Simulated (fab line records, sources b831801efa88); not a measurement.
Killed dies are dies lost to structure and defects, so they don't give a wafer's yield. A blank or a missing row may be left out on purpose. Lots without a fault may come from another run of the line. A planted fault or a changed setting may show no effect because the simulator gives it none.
Which tool did it? | flow sfq_line | 14 lots, 41 wafers sampled, at 1 step of a route of 325

WHAT THE GAUGES READ, wafer by wafer
The record holds no reading of a measuring or inspecting step that can be judged against a usual standard deviation.

WHICH TOOL RAN EACH LOT (tool, then ch and the chambers of the sampled wafers, then the start)
lot  | SFQ_TRILAYER_I3_VIA_LITHO_PEB_088
L180 | litho_track-02 ch 0, day 43 09:41
L186 | litho_track-02 ch 0, day 45 03:56
L190 | litho_track-04 ch 0, day 47 23:07
L191 | litho_track-04 ch 0, day 48 00:19
L192 | litho_track-02 ch 0, day 48 14:42
L193 | litho_track-02 ch 0, day 48 19:33
L195 | litho_track-02 ch 0, day 49 06:16
L196 | litho_track-01 ch 0, day 49 07:27
L197 | litho_track-02 ch 0, day 49 11:03
L199 | litho_track-02 ch 0, day 49 18:16
L200 | litho_track-02 ch 0, day 49 21:51
L201 | litho_track-01 ch 0, day 50 03:49
L202 | litho_track-02 ch 0, day 50 09:51
L203 | litho_track-01 ch 0, day 51 21:28
- SFQ_TRILAYER_I3_VIA_LITHO_PEB_088: peb time 60 s.

WHAT THE TOOLS THEMSELVES READ (means of the sampled wafers that have a number; where no wafer has one, the mark that the record gives instead)
SFQ_TRILAYER_I3_VIA_LITHO_PEB_088.
lot  | tool           | heater_power_total_W (W) | plate_temp_C (C)
L180 | litho_track-02 | 79.23                    | 115.05
L186 | litho_track-02 | 79.14                    | 114.91
L190 | litho_track-04 | 81.18                    | 117.19
L191 | litho_track-04 | 81.16                    | 117.29
L192 | litho_track-02 | 79.08                    | 115.01
L193 | litho_track-02 | 79.14                    | 114.89
L195 | litho_track-02 | 79.16                    | 115.00
L196 | litho_track-01 | 79.08                    | 114.98
L197 | litho_track-02 | 79.09                    | 115.12
L199 | litho_track-02 | 79.17                    | 114.98
L200 | litho_track-02 | 79.10                    | 115.06
L201 | litho_track-01 | 79.15                    | 114.91
L202 | litho_track-02 | 79.13                    | 115.08
L203 | litho_track-01 | 79.15                    | 114.85

THE ANSWER, worked out from the rows above alone
Rule: what is usual is taken from the lots themselves. Put in order of their means at a reading, lots are off if they are a third of the lots or fewer, leave a main group of 4 or more, and stand apart from it by a gap of 3 or more times the standard deviation of the main group's means; of several such gaps the widest counts. A main group whose means are all the same, to the digits that the tables above print for the reading, isn't used. A lot without any number at a reading at which 4 lots or more have one is off too. The other lots that the step has rows for count as sound. The gauges are gone through in route order, then the tools' own readings, and for those a lot's mean is taken as printed above. The first step at which some lot is off is used, and at that step the reading that is off furthest; a lot without a number counts as furthest.
Off: L190, L191, at SFQ_TRILAYER_I3_VIA_LITHO_PEB_088 (heater_power_total_W). The main group: mean 79.14 W, standard deviation 0.042.
A tool fits if, at that step or a process step before it, it ran every lot that is off, and no sound lot after the first of them. One fits: litho_track-04 at SFQ_TRILAYER_I3_VIA_LITHO_PEB_088. It ran no sound lot before its first lot that is off in this sample, so the start can't be narrowed down.
The tool's own readings at SFQ_TRILAYER_I3_VIA_LITHO_PEB_088 bear it out: on the lots that are off they differ by more than 5 times the standard deviation of the sound lots' means. heater_power_total_W reads 81.17 W there against 79.14 W on the sound lots; plate_temp_C reads 117.24 C there against 114.99 C on the sound lots.

WHAT THE SIMULATOR HAD PUT IN
Process parameter drift: litho_track-04, from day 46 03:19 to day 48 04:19, at SFQ_TRILAYER_I3_VIA_LITHO_PEB_088. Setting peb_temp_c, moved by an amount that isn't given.
Lots struck among those shown: L190, L191. The rule above found the same.
